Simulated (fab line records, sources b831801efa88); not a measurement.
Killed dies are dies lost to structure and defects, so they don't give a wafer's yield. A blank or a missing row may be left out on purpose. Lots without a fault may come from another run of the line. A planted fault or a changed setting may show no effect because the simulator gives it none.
One fault seen from 2 desks | flow gf180mcu | each desk has only its own numbers; what lay behind them comes last

THE TOOL OWNER'S DESK: pecvd-03
The tool's own readings at GF_V4_CVD_02 (deposits SiO2 from TEOS, target thk 850 nm, time 94.851 s): means of the sampled wafers that have a number, for each lot that ran on this tool. A lot is out of limits, marked OUT, if its mean lies more than 4 standard deviations from the usual mean; the brackets give that distance.
Columns: A = heater_power_w at GF_V4_CVD_02, usual 648 W
lot  | first seen here | A
L641 | day 26 08:24    | 534
L647 | day 28 02:31    | 564
This desk's finding: nothing out of limits on any of the 2 lots.

THE METROLOGY DESK
What the gauges read, lot by lot, whatever tool the lot ran on: means of the sampled wafers that have a number. A lot is out of limits, marked OUT, if its mean lies more than 4 standard deviations from the usual mean; the brackets give that distance.
Columns: A = V4_CVD_02_THK at GF_V4_THK_MEAS_03, usual 852 nm; B = V4_W_THK at GF_V4_THK_MEAS_25, usual 367 nm
lot  | first seen here | A              | B
L633 | day 23 08:22    | 848            | 373
L634 | day 23 15:15    | 847            | 373
L636 | day 24 18:50    | 844            | 381
L638 | day 25 08:47    | 857            | 360
L639 | day 25 14:07    | 847            | 370
L640 | day 25 21:46    | 848            | 357
L641 | day 26 08:31    | 864            | 364
L647 | day 28 02:35    | 751 (-7.8) OUT | 362
L648 | day 28 11:17    | 846            | 365
L653 | day 29 22:32    | 845            | 370
L655 | day 30 08:27    | 856            | 370
L656 | day 30 11:43    | 850            | 367
This desk's finding: out of limits on L647; first on L647, day 28 02:35 (V4_CVD_02_THK at GF_V4_THK_MEAS_03). In limits: L633, L634, L636, L638, L639, L640, L641, L648, L653, L655, L656.

PUT TOGETHER
The metrology desk could have raised an alarm at day 28 02:35, on L647.
The tool owner's desk saw nothing out of limits.
The tool owner's desk has L647 on record, within its limits.
Of the lots named, all ran GF_V4_CVD_02 on pecvd-03.

WHAT THE SIMULATOR HAD PUT IN
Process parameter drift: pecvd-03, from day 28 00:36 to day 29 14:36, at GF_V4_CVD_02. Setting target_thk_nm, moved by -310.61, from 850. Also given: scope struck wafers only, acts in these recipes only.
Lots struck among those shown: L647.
Hours from the fault's start to each desk's first reading out of limits: the metrology desk, 2.
